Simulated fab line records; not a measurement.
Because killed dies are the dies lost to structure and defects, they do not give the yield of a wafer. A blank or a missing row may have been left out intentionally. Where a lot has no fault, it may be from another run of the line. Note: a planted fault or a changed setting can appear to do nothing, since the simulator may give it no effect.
fab line records	flow sky130
[record] lots = 12	wafers = 36	last_day = 50
route steps=708 shown METAL4@600 METAL5@664 PASSIVATION@683 PAD_OPEN@701
lots with no fault: from the same line, run without faults
start_h: the number of hours between the record's first day and the start of the first shown wafer of the lot	wait_h: hours since the lot's step before	" same as the row above	L1.1+2: one row covering several wafers at once	- no value present, or no start provided	* or withheld: withheld	< > ~ a bound
route shown NAME@n: names a module that has steps shown in the file, with the first one's number in the route	usual: mean/standard deviation of fault-free wafers	same: alike in all rows	chamber/n: place in a boat	sites: each site's reading	_std_site: the values' standard deviation	_edge_site: inner sites' mean taken away from outer sites' mean	radius_mm: how far each site lies from the wafer's centre	mask NAME#n: copy n	behind: the most recent tool/chamber to have shaped the wafer	hold: what put the lot on hold/how long, in hours/how the hold closed	device: the transistor (n, p or np) that didn't switch	end of line: tests run on the same wafers once the route is complete	a step with no rows: only its recipe	killed: not the wafer's yield, but the dies lost to structure and defects at the first sort	map: a wafer's dies, marking killed ones x, the rest . and places with no die _
set.NAME: the setting that was run; set.NAME@STEP: the one run at that earlier step	model.NAME: the simulator's own value behind a step, which no gauge read
one table for each step of the route and one row for each wafer, over a sample of lots
services: when a tool's chamber went out of use (start_h, in hours from the record's first day, below 0 if earlier), for how many hours, and the reason
[[steps]]
[step SKY_METAL4_SPUTTER_02]
[recipe] material = AlCu	target_thk_nm = 735	power_w = 10600	time_s = 39.1	chamber_pressure_pa = 0.4
[usual] throttle_valve_pct = 29.6/0.9
lot.wafer	tool	chamber	start_h	wait_h	throttle_valve_pct
L852.1	pvd_sputter-04	-	923.88	0.0	28.9
L852.5	"	-	"	"	30.1
L852.6	"	-	"	"	28.7
L855.1	pvd_sputter-01	-	964.04	0.0	29.0
L855.2	"	-	"	"	30.5
L855.4	"	-	"	"	28.6
L856.1	pvd_sputter-01	-	1034.42	0.0	29.2
L856.2	"	-	"	"	28.9
L856.4	"	-	"	"	30.6
L861.1	pvd_sputter-01	-	1036.73	0.0	28.6
L861.4	"	-	"	"	28.6
L861.5	"	-	"	"	28.4
L863.3	pvd_sputter-02	-	1037.93	0.0	29.6
L863.4	"	-	"	"	30.8
L863.6	"	-	"	"	31.0
L865.1	pvd_sputter-01	-	1043.21	0.0	30.3
L865.3	"	-	"	"	29.1
L865.4	"	-	"	"	28.2
L868.1	pvd_sputter-02	-	1044.17	0.0	29.1
L868.4	"	-	"	"	29.9
L868.5	"	-	"	"	31.1
L867.1	pvd_sputter-01	-	1044.81	0.0	30.5
L867.2	"	-	"	"	28.4
L867.5	"	-	"	"	28.9
L870.1	pvd_sputter-01	-	1046.35	0.0	30.4
L870.3	"	-	"	"	28.7
L870.4	"	-	"	"	28.9
L871.2	pvd_sputter-01	-	1052.72	0.0	30.6
L871.5	"	-	"	"	28.6
L871.6	"	-	"	"	30.5
L873.1	pvd_sputter-01	-	1056.05	0.0	29.1
L873.4	"	-	"	"	28.7
L873.5	"	-	"	"	30.8
L875.3	pvd_sputter-02	-	1077.93	0.0	31.0
L875.4	"	-	"	"	30.9
L875.6	"	-	"	"	31.1
[step SKY_METAL5_SPUTTER_03]
[recipe] material = Ti	target_thk_nm = 5	power_w = 3000	time_s = 3.3	chamber_pressure_pa = 0.4
[usual] throttle_valve_pct = 30.1/1
lot.wafer	tool	chamber	start_h	wait_h	throttle_valve_pct
L852.1	pvd_sputter-01	-	998.22	0.0	28.7
L852.5	"	-	"	"	28.9
L852.6	"	-	"	"	28.7
L855.1	pvd_sputter-01	-	1037.08	0.0	30.5
L855.2	"	-	"	"	28.6
L855.4	"	-	"	"	28.9
L856.1	pvd_sputter-04	-	1101.09	0.0	30.1
L856.2	"	-	"	"	28.4
L856.4	"	-	"	"	30.5
L861.1	pvd_sputter-03	-	1103.19	0.0	31.2
L861.4	"	-	"	"	29.9
L861.5	"	-	"	"	31.3
L863.3	pvd_sputter-03	-	1104.44	0.0	29.8
L863.4	"	-	"	"	31.6
L863.6	"	-	"	"	31.7
L868.1	pvd_sputter-01	-	1109.29	0.0	28.7
L868.4	"	-	"	"	30.6
L868.5	"	-	"	"	28.8
L865.1	pvd_sputter-04	-	1109.37	0.0	28.9
L865.3	"	-	"	"	29.9
L865.4	"	-	"	"	28.8
L867.1	pvd_sputter-04	-	1112.26	0.0	29.8
L867.2	"	-	"	"	30.7
L867.5	"	-	"	"	29.1
L870.1	pvd_sputter-01	-	1112.97	0.0	29.0
L870.3	"	-	"	"	28.6
L870.4	"	-	"	"	28.9
L871.2	pvd_sputter-04	-	1118.01	0.0	29.8
L871.5	"	-	"	"	29.7
L871.6	"	-	"	"	28.9
L873.1	pvd_sputter-04	-	1121.41	0.0	30.6
L873.4	"	-	"	"	28.9
L873.5	"	-	"	"	30.6
L875.3	pvd_sputter-04	-	1141.93	0.0	30.2
L875.4	"	-	"	"	28.8
L875.6	"	-	"	"	30.4
[step SKY_PASSIVATION_CVD_02]
[recipe] material = Si3N4	target_thk_nm = 540	temp_c = 400	time_s = withheld	rf_w = 450
[usual] heater_power_w = 698/92
lot.wafer	tool	chamber	start_h	wait_h	heater_power_w
L852.1	pecvd-01	1	1021.48	0.1	725
L852.5	"	2	"	"	856
L852.6	"	0	"	"	887
L855.1	pecvd-02	0	1059.04	0.1	485
L855.2	"	1	"	"	761
L855.4	"	1	"	"	611
L856.1	pecvd-01	2	1123.02	0.1	754
L856.2	"	1	"	"	709
L856.4	"	2	"	"	798
L861.1	pecvd-02	0	1124.14	0.1	546
L861.4	"	1	"	"	764
L861.5	"	2	"	"	792
L863.3	pecvd-02	1	1125.46	0.0	740
L863.4	"	2	"	"	667
L863.6	"	1	"	"	732
L868.1	pecvd-01	2	1130.45	0.1	703
L868.4	"	0	"	"	843
L868.5	"	2	"	"	779
L865.1	pecvd-03	1	1130.83	0.1	750
L865.3	"	0	"	"	705
L865.4	"	2	"	"	727
L867.1	pecvd-01	0	1133.20	0.1	935
L867.2	"	1	"	"	726
L867.5	"	0	"	"	775
L870.1	pecvd-03	1	1134.04	0.1	690
L870.3	"	2	"	"	661
L870.4	"	0	"	"	665
L871.2	pecvd-02	0	1139.00	0.0	527
L871.5	"	0	"	"	551
L871.6	"	1	"	"	638
L873.1	pecvd-03	1	1141.86	0.1	667
L873.4	"	2	"	"	679
L873.5	"	1	"	"	699
L875.3	pecvd-02	2	1163.97	0.0	773
L875.4	"	1	"	"	787
L875.6	"	2	"	"	821
[step SKY_PAD_OPEN_ETCH_07]
[recipe] chemistry = CF4/O2	target_depth_nm = 725	stop_on = AlCu	source_w = 800	bias_w = 150	pressure_mtorr = 150	cf4_flow_sccm = 80	O2_flow_sccm = 10	time_s = 161.1
[usual] O2_flow_sccm = 10.00/0.033	drypump_motor_current_A = 5.8/0.41	oes_product_au = 0.979/0.0077	throttle_valve_pct = 5.964/0.0092
lot.wafer	tool	chamber	start_h	wait_h	O2_flow_sccm	drypump_motor_current_A	oes_product_au	rf_hours_counter_h	throttle_valve_pct
L852.1	rie_diel-02	0	1065.40	-	9.97	5.9	0.975	25	5.960
L852.5	"	2	"	"	10.03	6.4	0.984	-	5.976
L852.6	"	3	"	"	10.01	5.1	0.994	-	5.974
L855.1	rie_diel-02	3	1099.94	-	9.97	5.1	0.978	13	5.974
L855.2	"	2	"	"	10.04	6.4	0.984	10	5.964
L855.4	"	0	"	"	9.99	5.9	0.978	25	5.980
L856.1	rie_diel-02	0	1162.85	-	10.03	5.9	0.978	28	5.980
L856.2	"	3	"	"	9.99	5.1	0.977	16	5.967
L856.4	"	1	"	"	9.95	5.6	0.980	19	5.975
L861.1	rie_diel-01	0	1164.56	-	10.07	5.3	0.976	21	5.969
L861.4	"	3	"	"	9.97	6.0	0.986	21	5.961
L861.5	"	0	"	"	10.01	5.3	0.985	-	5.960
L863.3	rie_diel-01	2	1166.31	-	10.01	5.8	0.979	13	5.977
L863.4	"	1	"	"	9.99	6.5	0.990	27	5.952
L863.6	"	0	"	"	10.01	5.3	0.993	-	5.961
L868.1	rie_diel-04	3	1170.26	-	9.99	5.7	0.974	22	5.948
L868.4	"	1	"	"	9.99	5.2	0.985	9	5.952
L868.5	"	2	"	"	9.97	6.1	0.970	-	5.974
L865.1	rie_diel-01	3	1170.61	-	10.00	6.0	0.969	22	5.966
L865.3	"	1	"	"	10.02	6.4	0.959	27	5.956
L865.4	"	2	"	"	10.03	5.8	0.989	14	5.989
L867.1	rie_diel-02	2	1173.54	-	10.04	6.4	0.979	13	5.963
L867.2	"	0	"	"	9.93	5.9	0.974	29	5.961
L867.5	"	2	"	"	10.01	6.4	0.989	-	5.965
L870.1	rie_diel-01	3	1174.15	-	9.96	6.0	0.960	22	5.967
L870.3	"	1	"	"	9.98	6.4	0.987	27	5.955
L870.4	"	0	"	"	9.99	5.3	0.980	22	5.973
L871.2	rie_diel-01	1	1178.11	-	10.03	6.4	0.978	27	5.957
L871.5	"	3	"	"	10.05	6.0	0.979	-	5.959
L871.6	"	0	"	"	10.02	5.3	0.986	-	5.973
L873.1	rie_diel-02	0	1180.44	-	9.96	5.9	0.973	29	5.958
L873.4	"	1	"	"	10.01	5.6	0.991	20	5.965
L873.5	"	0	"	"	10.03	5.9	0.983	-	5.966
L875.3	rie_diel-04	0	1196.94	-	10.06	5.3	0.980	24	5.971
L875.4	"	1	"	"	9.99	5.1	0.982	10	5.961
L875.6	"	3	"	"	10.06	5.7	0.999	-	5.973
[step SKY_PAD_OPEN_PROBE_99]
[usual] defect_limited_yield = 82.8/2	killed_at_M0_to_M3 = 42/7.3	killed_at_M4_up = 3.4/2	killed_at_contacts = 24/5.8	killed_at_front_end = 15/4.6	killed_at_other = 0.3/0.62	killed_dies = 84/9.8	killed_open = 47/6.9	killed_short = 38/6.3	sort_bin_3_pad_short = 0.8/0.38	sort_bin_5_function = 10.2/1.5	sort_bin_6_memory = 6.2/1.1	sort_n_pass = 408/9.8	sort_yield_pct = 82.8/2
[same] gross_dies = 492	killed_at_back_side = 0	sort_bin_4_leakage[%] = 0	sort_bin_8_speed[%] = 0
lot.wafer	tool	chamber	start_h	wait_h	defect_limited_yield[%]	killed_at_M0_to_M3	killed_at_M4_up	killed_at_contacts	killed_at_front_end	killed_at_other	killed_dies	killed_open	killed_short	sort_bin_3_pad_short[%]	sort_bin_5_function[%]	sort_bin_6_memory[%]	sort_n_pass	sort_yield_pct[%]
L861.1	prober-01	-	1167.37	0.1	82.5	40	4	25	17	0	86	39	47	1.2	10.0	6.3	406	82.5
L861.4	prober-01	-	1167.52	0.2	76.0	24	56	20	17	1	118	37	30	4.1	14.4	5.5	374	76.0
L861.5	prober-01	-	1167.57	0.2	80.7	52	0	25	18	0	95	50	45	1.2	11.6	6.5	397	80.7
L863.3	prober-01	-	1168.97	0.2	74.6	33	55	25	11	1	125	45	25	3.0	15.2	7.1	367	74.6
L863.4	prober-01	-	1169.02	0.2	84.1	47	4	13	14	0	78	42	36	0.6	9.3	5.9	414	84.1
L863.6	prober-01	-	1169.12	0.2	81.5	45	4	25	17	0	91	44	47	1.2	12.0	5.3	401	81.5
L871.2	prober-02	-	1180.48	0.1	82.3	45	6	19	17	0	87	52	35	0.8	11.0	5.9	405	82.3
L871.5	prober-02	-	1180.63	0.2	82.7	54	6	23	2	0	85	47	38	0.6	11.6	5.1	407	82.7
L871.6	prober-02	-	1180.68	0.2	85.4	26	4	28	14	0	72	39	33	1.6	8.3	4.7	420	85.4
// killed by level:class
L861.1 CONTACT:geometric_particle:open=10 METAL2:geometric_particle:short=9 POLY_GATE:geometric_particle:open=7 VIA1:geometric_particle:open=7 METAL1:geometric_particle:short=6 LOCAL_INTERCONNECT:geometric_particle:short=5 CONTACT:geometric_particle:short=5 VIA1:geometric_particle:short=5
L861.4 METAL5:unspecified=51 FIELD_ISO:geometric_particle:open=7 CONTACT:geometric_particle:short=7 CONTACT:geometric_particle:open=7 LI_CONTACT:geometric_particle:open=6 POLY_GATE:geometric_particle:open=4 VIA3:geometric_particle:short=4 METAL4:geometric_particle:short=4
L861.5 VIA1:geometric_particle:open=15 POLY_GATE:geometric_particle:open=8 CONTACT:geometric_particle:open=8 VIA2:geometric_particle:open=6 POLY_GATE:geometric_particle:short=5 LI_CONTACT:geometric_particle:open=5 METAL2:geometric_particle:short=5 LOCAL_INTERCONNECT:geometric_particle:short=5
L863.3 METAL5:unspecified=55 VIA1:geometric_particle:open=12 LI_CONTACT:geometric_particle:open=8 CONTACT:geometric_particle:open=8 FIELD_ISO:geometric_particle:open=7 LI_CONTACT:geometric_particle:short=4 VIA2:geometric_particle:open=4 VIA1:geometric_particle:short=4
L863.4 VIA1:geometric_particle:open=16 VIA3:geometric_particle:open=5 FIELD_ISO:geometric_particle:open=4 LI_CONTACT:geometric_particle:open=4 LOCAL_INTERCONNECT:geometric_particle:short=4 VIA1:geometric_particle:short=4 VIA2:geometric_particle:short=4 FIELD_ISO:geometric_particle:short=3
L863.6 FIELD_ISO:geometric_particle:open=7 LOCAL_INTERCONNECT:geometric_particle:short=7 METAL1:geometric_particle:short=7 VIA1:geometric_particle:open=7 VIA2:geometric_particle:open=7 CONTACT:geometric_particle:open=6 CONTACT:geometric_particle:short=6 VIA2:geometric_particle:short=6
L871.2 VIA1:geometric_particle:open=15 CONTACT:geometric_particle:open=9 METAL1:geometric_particle:short=7 POLY_GATE:geometric_particle:short=6 LI_CONTACT:geometric_particle:open=6 VIA2:geometric_particle:open=6 POLY_GATE:geometric_particle:open=5 VIA1:geometric_particle:short=5
L871.5 VIA1:geometric_particle:short=13 VIA1:geometric_particle:open=12 VIA3:geometric_particle:open=12 LOCAL_INTERCONNECT:geometric_particle:short=9 LI_CONTACT:geometric_particle:open=6 CONTACT:geometric_particle:open=6 VIA2:geometric_particle:open=6 METAL4:geometric_particle:short=4
L871.6 VIA1:geometric_particle:open=8 CONTACT:geometric_particle:open=8 LI_CONTACT:geometric_particle:open=6 LOCAL_INTERCONNECT:geometric_particle:short=6 CONTACT:geometric_particle:short=5 POLY_GATE:geometric_particle:open=4 POLY_GATE:geometric_particle:short=4 VIA3:geometric_particle:open=4
[[services]]
tool	chamber	start_h	hours	kind
pecvd-01	1	901.87	7.3	repair
pecvd-01	-	924.08	1.2	repair
rie_diel-04	-	944.37	14.6	pm
pvd_sputter-03	-	946.46	7.9	repair
pvd_sputter-01	-	946.49	1.5	repair
rie_diel-02	0	948.48	2.5	repair
rie_diel-01	-	974.13	1.5	repair
pvd_sputter-02	-	982.26	3.6	repair
pecvd-01	2	1002.67	5.6	repair
pecvd-03	0	1004.08	19.4	repair
pvd_sputter-04	-	1020.20	3.7	repair
rie_diel-01	2	1021.52	14.5	repair
rie_diel-02	0	1034.32	12.5	repair
pecvd-01	-	1041.14	1.3	repair
rie_diel-02	3	1052.92	2.6	repair
pvd_sputter-02	-	1054.30	2.3	repair
pecvd-03	-	1058.54	23.0	repair
pvd_sputter-02	-	1061.65	1.5	repair
pvd_sputter-01	-	1116.66	6.5	repair
pecvd-01	-	1151.90	6.0	pm
rie_diel-02	-	1157.98	0.3	repair
pecvd-03	-	1161.73	1.3	repair
rie_diel-02	3	1163.56	5.3	repair
pecvd-01	-	1165.46	2.8	pm
[[key]]
[first_sign] step = SKY_PAD_OPEN_PROBE_99	reading = killed_at_M4_up	direction = up	sigmas = 26	usual = 3.4	struck = 55.5
[effect] step = SKY_PAD_OPEN_PROBE_99	reading = sort_bin_3_pad_short	direction = up	sigmas = 7.1	usual = 0.8	struck = 3.6
met_at SKY_METAL5_SPUTTER_03
struck_lots L861,L863
struck_wafers L861.4,L863.3
not_acting_at SKY_METAL4_SPUTTER_02,SKY_PASSIVATION_CVD_02,SKY_PAD_OPEN_ETCH_07
[fault] kind = chamber_particle_source	tool = pvd_sputter-03	chamber = -	onset_h = 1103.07	steps = SKY_METAL5_SPUTTER_03	rate_per_visit_cm2 = 0.923	end_h = 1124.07	scope = struck_wafers_only
